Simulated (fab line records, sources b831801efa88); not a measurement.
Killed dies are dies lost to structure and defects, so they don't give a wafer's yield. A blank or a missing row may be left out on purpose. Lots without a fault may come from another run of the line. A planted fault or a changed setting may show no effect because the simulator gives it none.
Chamber matching | flow gf180mcu | GF_V2_ETCH_16 on rie_diel-03: 4 sister chambers
The step etches BARC in N2/H2. 4 wafers are shown with their chamber, then 9 later ones without.

WAFERS WITH THEIR CHAMBER
wafer  | chamber | drypump_motor_current_A (A)
L086.4 | 2       | 5.3
L086.5 | 1       | 5.4
L088.3 | 0       | 4.7
L088.5 | 3       | 4.7

WAFERS WITHOUT THEIR CHAMBER
wafer  | drypump_motor_current_A (A)
L091.1 | 5.3
L091.4 | 4.7
L091.6 | 4.7
L094.2 | 5.4
L094.3 | 4.8
L094.5 | 4.7
L096.3 | 5.3
L096.4 | 4.7
L096.6 | 4.7

WHICH CHAMBER EACH WENT THROUGH
wafer  | from the rows above     | in truth
L091.1 | 2                       | 2
L091.4 | can't be placed: 0 or 3 | 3
L091.6 | can't be placed: 0 or 3 | 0
L094.2 | 1                       | 1
L094.3 | can't be placed: 0 or 3 | 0
L094.5 | can't be placed: 0 or 3 | 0
L096.3 | 2                       | 2
L096.4 | can't be placed: 0 or 3 | 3
L096.6 | can't be placed: 0 or 3 | 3
Placed correctly: 3 of 9. Can't be placed from these rows: 6 (the true chamber is among the candidates in 6). Placed wrongly: 0.
How it was worked out, from the rows above alone: a wafer's distance from a chamber is the root of the sum, over the readings, of the square of ((its reading less the chamber's mean) divided by the reading's scatter). The wafer belongs to the nearest chamber; if the next one is less than 2 further off, it can't be placed. A chamber's mean is the mean of its shown wafers. The scatter: with one shown wafer a chamber, the root of the mean of the squares of how far each hidden wafer lies from its nearest shown one.
